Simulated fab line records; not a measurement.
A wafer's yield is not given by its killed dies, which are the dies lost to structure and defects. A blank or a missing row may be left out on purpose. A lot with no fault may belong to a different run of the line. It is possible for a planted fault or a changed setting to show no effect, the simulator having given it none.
What tool caused it? / flow sky130 / 6 lots with 18 wafers sampled at 2 steps, on a route of 708 steps

WHAT EACH GAUGE READ, for each wafer
SKY_POLY_GATE_CD_MEAS_13: the cd target is 150 nm.
lot=L464; measured=day 17 18:01; on=cd sem-02; cd nm (nm)=151.7 151.5 151.1
lot=L466; measured=day 18 11:41; on=cd sem-02; cd nm (nm)=152.9 150.4 151.0
lot=L468; measured=day 19 15:38; on=cd sem-02; cd nm (nm)=148.4 149.1 148.9
lot=L471; measured=day 20 10:40; on=cd sem-02; cd nm (nm)=126.7 126.3 125.1
lot=L475; measured=day 21 19:23; on=cd sem-02; cd nm (nm)=146.7 146.2 145.8
lot=L480; measured=day 23 17:04; on=cd sem-01; cd nm (nm)=148.6 148.0 148.9

WHAT TOOL EACH LOT RAN ON (gives the tool, then ch and the chambers of the sampled wafers, and finally the start)
lot=L464; SKY_POLY_GATE_EXPOSE_10=krf scanner-01 ch 0, day 17 03:56
lot=L466; SKY_POLY_GATE_EXPOSE_10=krf scanner-01 ch 0, day 17 20:11
lot=L468; SKY_POLY_GATE_EXPOSE_10=krf scanner-02 ch 0, day 18 23:43
lot=L471; SKY_POLY_GATE_EXPOSE_10=krf scanner-02 ch 0, day 19 19:37
lot=L475; SKY_POLY_GATE_EXPOSE_10=krf scanner-01 ch 0, day 21 05:09
lot=L480; SKY_POLY_GATE_EXPOSE_10=krf scanner-01 ch 0, day 23 02:37
- SKY_POLY_GATE_EXPOSE_10: exposes mask P1M, target cd 150 nm.

THE ANSWER, worked out from the rows above alone
Rule: what is usual is taken from the lots themselves. Put in order of their means at a reading, lots are off if they are a third of the lots or fewer, leave a main group of 4 or more, and stand apart from it by a gap of 3 or more times the standard deviation of the main group's means; of several such gaps the widest counts. If all means in a main group match to the digits the tables above print for the reading, that group is not used. Also off: a lot with no number at a reading for which 4 or more lots have one. The other lots that the step has rows for count as sound.
Off: L471, at SKY_POLY_GATE_CD_MEAS_13 (cd nm). Main group: mean 149.3 nm, sd 2.
If a tool, at a process step before that reading, ran all the lots that are off and no sound lot after the first of them, it fits. The gauges at SKY_POLY_GATE_CD_MEAS_13 are tried like those tools. One fits: krf scanner-02 at SKY_POLY_GATE_EXPOSE_10. Its last sound lot is L468 (day 18 23:43), its first lot that is off L471 (day 19 19:37): a fault that began between those two fits.

WHAT THE SIMULATOR HAD INSERTED
Drift in process parameters on krf scanner-02 at SKY_POLY_GATE_EXPOSE_10, starting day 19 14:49. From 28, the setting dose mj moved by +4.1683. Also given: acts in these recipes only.
Lots struck among those shown: L471. The rule above reached the same finding.
